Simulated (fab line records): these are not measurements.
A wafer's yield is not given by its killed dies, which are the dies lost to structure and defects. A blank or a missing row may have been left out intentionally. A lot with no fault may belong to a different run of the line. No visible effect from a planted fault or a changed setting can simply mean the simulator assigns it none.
fab line records | flow sky130 | part 2 of 2: steps 31 to 31 of 31
record: lots: 7 | wafers: 18 | last-day: 49
route steps=708 shown LI_CONTACT@375 LOCAL_INTERCONNECT@387 PAD_OPEN@708
lots that met no fault: taken from a fault-free run of the same line
start-h: start of the lot's first displayed wafer, in hours after the record's first day | wait-h: time in hours since the lot's previous step | " as in the row above | L1.1+2: several wafers, shown together as one row | - either no value or no given start | * or withheld: withheld | < > ~ a bound
route shown NAME@n: a module of which the file shows steps, and the number in the route of the first | usual: the fault-free wafers' mean and standard deviation | same: alike in all rows | chamber/n: place in a boat | sites: readings site by site | _std_site: how widely they spread, as a standard deviation | _edge_site: mean of outer sites minus mean of inner sites | radius-mm: for every site, how far away it sits from the centre of the wafer | mask NAME#n: copy n | behind: the last tool/chamber to shape the wafer | hold: reason for holding the lot/hours on hold/outcome of the hold | device: names the non-switching transistor (n, p or np) | end of line: the same wafers' tests at the end of the route | step lacking rows: just its recipe | killed: at the first sort, the dies lost to defects and structure; wafer yield is something else | map: per-die view of a wafer (x killed, . not killed, _ where there is no die)
set.NAME: the run value of the setting; set.NAME@STEP: its run value at that earlier step | model.NAME: the simulator's own value behind a step, which no gauge read
certain route steps with their lots: each step a table, each wafer a row
services: the hour from which a tool's chamber was out of use, counted from the record's first day as start-h (under 0 if before that day), plus the number of hours and why
== steps ==
step: SKY_PAD_OPEN_PROBE_99
usual: killed_at_M0_to_M3: 42/7.4 | killed_at_M4_up: 3.4/1.8 | killed-at-contacts: 25/5.4 | killed-at-front-end: 15/4.4 | killed-at-other: 0.2/0.52 | killed-dies: 86/9.3 | killed-on-rim: 17/3.9 | killed-open: 47/7.6 | killed-short: 39/6.5
same: gross-dies: 492 | killed-at-back-side: 0
lot.wafer | tool      | chamber | start-h | wait-h | killed_at_M0_to_M3 | killed_at_M4_up | killed-at-contacts | killed-at-front-end | killed-at-other | killed-dies | killed-on-rim | killed-open | killed-short | model.etest.res-li.line-ohm-um | model.etest.res-li.rs-ohm-sq
L204.3    | prober-02 | -       | 1076.26 | 0.2    | 42                 | 3               | 31                 | 14                  | 0               | 90          | 16            | 44          | 46           | 75.97                          | 12.77
L204.4    | prober-02 | -       | 1076.31 | 0.2    | 36                 | 3               | 27                 | 8                   | 1               | 75          | 16            | 39          | 36           | 74.84                          | 12.67
L204.5    | prober-02 | -       | 1076.36 | 0.2    | 39                 | 1               | 25                 | 16                  | 1               | 82          | 11            | 44          | 38           | 75.54                          | 12.72
L205.2    | prober-01 | -       | 1088.04 | 0.1    | 46                 | 2               | 27                 | 18                  | 0               | 93          | 22            | 47          | 46           | 75.73                          | 12.84
L205.3    | prober-01 | -       | 1088.09 | 0.2    | 38                 | 3               | 24                 | 16                  | 0               | 81          | 16            | 48          | 33           | 75.69                          | 12.82
L205.4    | prober-01 | -       | 1088.14 | 0.2    | 41                 | 5               | 18                 | 18                  | 2               | 84          | 17            | 43          | 41           | 75.5                           | 12.79
L214.3    | prober-02 | -       | 1138.31 | 0.2    | 61                 | 5               | 19                 | 16                  | 0               | 101         | 12            | 61          | 40           | 79.96                          | 13.85
L214.4    | prober-02 | -       | 1138.36 | 0.2    | 38                 | 10              | 24                 | 20                  | 0               | 92          | 13            | 59          | 33           | 73.49                          | 12.61
L216.3    | prober-02 | -       | 1143.70 | 0.2    | 29                 | 5               | 29                 | 17                  | 0               | 80          | 17            | 39          | 41           | 83.61                          | 14.21
L216.4    | prober-02 | -       | 1143.75 | 0.2    | 40                 | 3               | 19                 | 21                  | 0               | 83          | 18            | 40          | 43           | 76.75                          | 13.12
L217.2    | prober-02 | -       | 1152.23 | 0.1    | 39                 | 3               | 15                 | 14                  | 0               | 71          | 16            | 27          | 44           | 86.26                          | 14.34
L217.3    | prober-02 | -       | 1152.28 | 0.2    | 47                 | 2               | 26                 | 14                  | 0               | 89          | 18            | 46          | 43           | 84.32                          | 14.02
L218.2    | prober-01 | -       | 1160.52 | 0.1    | 45                 | 1               | 26                 | 12                  | 1               | 85          | 21            | 44          | 41           | 74.39                          | 12.66
L218.5    | prober-01 | -       | 1160.67 | 0.2    | 38                 | 6               | 27                 | 15                  | 0               | 86          | 15            | 47          | 39           | 73.97                          | 12.74
L218.6    | prober-01 | -       | 1160.72 | 0.2    | 39                 | 5               | 31                 | 22                  | 0               | 97          | 18            | 43          | 54           | 76.75                          | 12.87
L221.2    | prober-01 | -       | 1182.65 | 0.1    | 30                 | 1               | 39                 | 14                  | 0               | 84          | 19            | 43          | 41           | 74.03                          | 12.81
L221.3    | prober-01 | -       | 1182.70 | 0.2    | 42                 | 5               | 35                 | 15                  | 0               | 97          | 17            | 59          | 38           | 72.83                          | 12.49
L221.6    | prober-01 | -       | 1182.85 | 0.2    | 59                 | 3               | 15                 | 21                  | 0               | 98          | 18            | 58          | 40           | 73.18                          | 12.51
killed by level:class
L204.3 CONTACT:geometric-particle:open=12 METAL1:geometric-particle:short=9 LI_CONTACT:geometric-particle:open=9 FIELD_ISO:geometric-particle:short=7 VIA1:geometric-particle:short=6 VIA1:geometric-particle:open=6 VIA2:geometric-particle:open=6 METAL2:geometric-particle:short=5
L204.4 VIA1:geometric-particle:open=12 CONTACT:geometric-particle:open=10 CONTACT:geometric-particle:short=10 METAL2:geometric-particle:short=4 VIA2:geometric-particle:open=4 VIA3:geometric-particle:open=4 POLY_GATE:geometric-particle:short=3 LI_CONTACT:geometric-particle:open=3
L204.5 CONTACT:geometric-particle:open=12 VIA1:geometric-particle:open=8 VIA3:geometric-particle:open=6 VIA2:geometric-particle:open=5 FIELD_ISO:geometric-particle:open=4 CONTACT:geometric-particle:short=4 LOCAL_INTERCONNECT:geometric-particle:short=4 POLY_GATE:geometric-particle:short=4
L205.2 CONTACT:geometric-particle:open=11 VIA2:geometric-particle:open=8 METAL2:geometric-particle:short=7 CONTACT:geometric-particle:short=6 VIA1:geometric-particle:open=6 VIA3:geometric-particle:open=6 FIELD_ISO:geometric-particle:short=4 POLY_GATE:geometric-particle:open=4
L205.3 VIA1:geometric-particle:open=14 CONTACT:geometric-particle:open=11 VIA1:geometric-particle:short=7 POLY_GATE:geometric-particle:open=6 LI_CONTACT:geometric-particle:open=6 FIELD_ISO:geometric-particle:short=4 POLY_GATE:geometric-particle:short=4 METAL1:geometric-particle:short=4
L205.4 VIA2:geometric-particle:open=10 METAL1:geometric-particle:short=7 VIA1:geometric-particle:open=7 CONTACT:geometric-particle:open=6 POLY_GATE:geometric-particle:short=5 LI_CONTACT:geometric-particle:open=5 METAL2:geometric-particle:short=5 FIELD_ISO:geometric-particle:open=4
L214.3 VIA1:geometric-particle:open=16 VIA3:geometric-particle:open=11 VIA2:geometric-particle:open=10 VIA1:geometric-particle:short=6 METAL2:geometric-particle:short=6 LI_CONTACT:geometric-particle:open=5 METAL4:geometric-particle:short=5 POLY_GATE:geometric-particle:open=4
L214.4 CONTACT:geometric-particle:open=11 VIA2:geometric-particle:open=11 VIA1:geometric-particle:open=8 POLY_GATE:geometric-particle:open=7 METAL1:geometric-particle:short=7 LI_CONTACT:geometric-particle:open=6 METAL4:geometric-particle:short=6 VIA3:geometric-particle:open=4
L216.3 CONTACT:geometric-particle:open=13 VIA2:geometric-particle:open=8 FIELD_ISO:geometric-particle:short=6 POLY_GATE:geometric-particle:short=5 LI_CONTACT:geometric-particle:open=5 CONTACT:geometric-particle:short=5 METAL4:geometric-particle:short=5 VIA3:geometric-particle:short=4
L216.4 CONTACT:geometric-particle:open=10 VIA1:geometric-particle:open=8 VIA3:geometric-particle:open=8 POLY_GATE:geometric-particle:short=7 FIELD_ISO:geometric-particle:short=5 CONTACT:geometric-particle:short=5 VIA2:geometric-particle:open=5 FIELD_ISO:geometric-particle:open=4
L217.2 VIA1:geometric-particle:open=9 VIA1:geometric-particle:short=7 POLY_GATE:geometric-particle:short=6 FIELD_ISO:geometric-particle:short=5 METAL1:geometric-particle:short=5 LI_CONTACT:geometric-particle:open=4 CONTACT:geometric-particle:short=4 VIA2:geometric-particle:open=3
L217.3 CONTACT:geometric-particle:open=12 METAL1:geometric-particle:short=10 VIA3:geometric-particle:open=10 LI_CONTACT:geometric-particle:open=6 VIA2:geometric-particle:short=6 FIELD_ISO:geometric-particle:short=5 LOCAL_INTERCONNECT:geometric-particle:short=5 VIA1:geometric-particle:open=5
L218.2 VIA1:geometric-particle:open=12 CONTACT:geometric-particle:open=11 METAL1:geometric-particle:short=10 LI_CONTACT:geometric-particle:open=7 VIA1:geometric-particle:short=6 POLY_GATE:geometric-particle:open=5 CONTACT:geometric-particle:short=5 VIA3:geometric-particle:open=4
L218.5 VIA3:geometric-particle:open=11 LI_CONTACT:geometric-particle:open=10 LOCAL_INTERCONNECT:geometric-particle:short=7 METAL2:geometric-particle:short=6 VIA2:geometric-particle:open=6 POLY_GATE:geometric-particle:short=4 LI_CONTACT:geometric-particle:short=4 CONTACT:geometric-particle:open=4
L218.6 METAL2:geometric-particle:short=13 CONTACT:geometric-particle:open=10 FIELD_ISO:geometric-particle:open=6 POLY_GATE:geometric-particle:short=6 LI_CONTACT:geometric-particle:open=6 FIELD_ISO:geometric-particle:short=5 LOCAL_INTERCONNECT:geometric-particle:short=5 CONTACT:geometric-particle:short=5
L221.2 LI_CONTACT:geometric-particle:open=12 CONTACT:geometric-particle:open=9 VIA1:geometric-particle:open=9 CONTACT:geometric-particle:short=7 LOCAL_INTERCONNECT:geometric-particle:short=6 METAL1:geometric-particle:short=6 FIELD_ISO:geometric-particle:short=4 LI_CONTACT:geometric-particle:short=4
L221.3 LI_CONTACT:geometric-particle:open=14 VIA1:geometric-particle:open=11 VIA2:geometric-particle:open=8 METAL1:geometric-particle:short=7 CONTACT:geometric-particle:open=7 FIELD_ISO:geometric-particle:open=5 POLY_GATE:geometric-particle:open=5 CONTACT:geometric-particle:short=5
L221.6 VIA2:geometric-particle:open=13 METAL2:geometric-particle:short=10 FIELD_ISO:geometric-particle:open=8 VIA1:geometric-particle:open=8 VIA3:geometric-particle:open=7 CONTACT:geometric-particle:open=6 VIA2:geometric-particle:short=5 POLY_GATE:geometric-particle:open=4
== services ==
tool            | chamber | start-h | hours | kind
pvd-sputter-04  | -       | 654.69  | 3.1   | repair
cvd-w-01        | 0       | 665.88  | 1.6   | repair
plasma-asher-03 | -       | 670.43  | 5.3   | repair
rie-diel-03     | 3       | 670.57  | 3.2   | repair
wet-bench-04    | -       | 671.10  | 3.1   | repair
rie-diel-03     | 3       | 683.70  | 2.6   | repair
cmp-02          | -       | 693.28  | 0.9   | repair
pvd-sputter-04  | -       | 697.47  | 5.7   | repair
pvd-sputter-04  | -       | 707.38  | 6.9   | repair
pvd-sputter-03  | -       | 716.76  | 8.5   | repair
plasma-asher-03 | -       | 718.20  | 19.1  | repair
wet-bench-04    | -       | 728.45  | 1.1   | repair
pvd-sputter-04  | -       | 751.59  | 2.3   | repair
rie-diel-03     | 1       | 765.21  | 4.5   | repair
rie-diel-04     | -       | 765.29  | 14.6  | pm
rie-metal-04    | -       | 772.48  | 0.7   | repair
cvd-w-02        | -       | 777.25  | 6.0   | pm
cmp-02          | -       | 779.68  | 4.3   | repair
cvd-w-01        | -       | 787.56  | 28.1  | pm
rie-diel-04     | 1       | 793.67  | 7.6   | repair
rie-diel-03     | 0       | 796.95  | 8.5   | repair
plasma-asher-03 | -       | 808.62  | 3.0   | repair
wet-bench-01    | -       | 825.67  | 38.4  | pm
rie-diel-03     | 0       | 839.57  | 15.2  | repair
== key ==
first-sign: step: SKY_LOCAL_INTERCONNECT_RS_MEAS_01 | reading: LOCAL_INTERCONNECT_TIN_RS | direction: up | sigmas: 7.7 | usual: 14.15 | struck: 15.62
effect: step: SKY_LOCAL_INTERCONNECT_THK_MEAS_02 | reading: LOCAL_INTERCONNECT_TIN_THK | direction: down | sigmas: 5.6 | usual: 100.5 | struck: 92.1
effect: step: SKY_LOCAL_INTERCONNECT_METAL_ETCH_14 | reading: oes-product-au | direction: down | sigmas: 5.9 | usual: 0.941 | struck: 0.892
model-effect: step: SKY_LOCAL_INTERCONNECT_SPUTTER_00 | value: TiN_of_LOCAL_INTERCONNECT_SPUTTER_00.thk-nm | without: 99.03 | struck: 91.01
model-effect: step: SKY_LOCAL_INTERCONNECT_STRIP_16 | value: TiN_of_LOCAL_INTERCONNECT_SPUTTER_00.thk-nm | without: 98.62 | struck: 90.6
model-effect: step: SKY_PAD_OPEN_PROBE_99 | value: etest.res-li.line-ohm-um | without: 76.76 | struck: 83.54
met-at SKY_LOCAL_INTERCONNECT_SPUTTER_00
struck-wafers L214.3,L216.3,L217.2,L217.3
tester-left-out L214,L216,L217
onset-between 691.39 757.14
fault: kind: process-parameter-drift | tool: pvd-sputter-04 | chamber: - | onset-h: 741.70 | steps: SKY_LOCAL_INTERCONNECT_SPUTTER_00 | channel: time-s | offset: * | shape: step | end-h: 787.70 | scope: struck-wafers-only | acts-in: * | stated: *
tester-left-out: of these lots the tester's yield and bins aren't shown, on N5 and GAA mostly nor the transistor test; their killed dies are dies lost to structure and defects alone, not to doping, threshold or leakage, so they don't give the yield
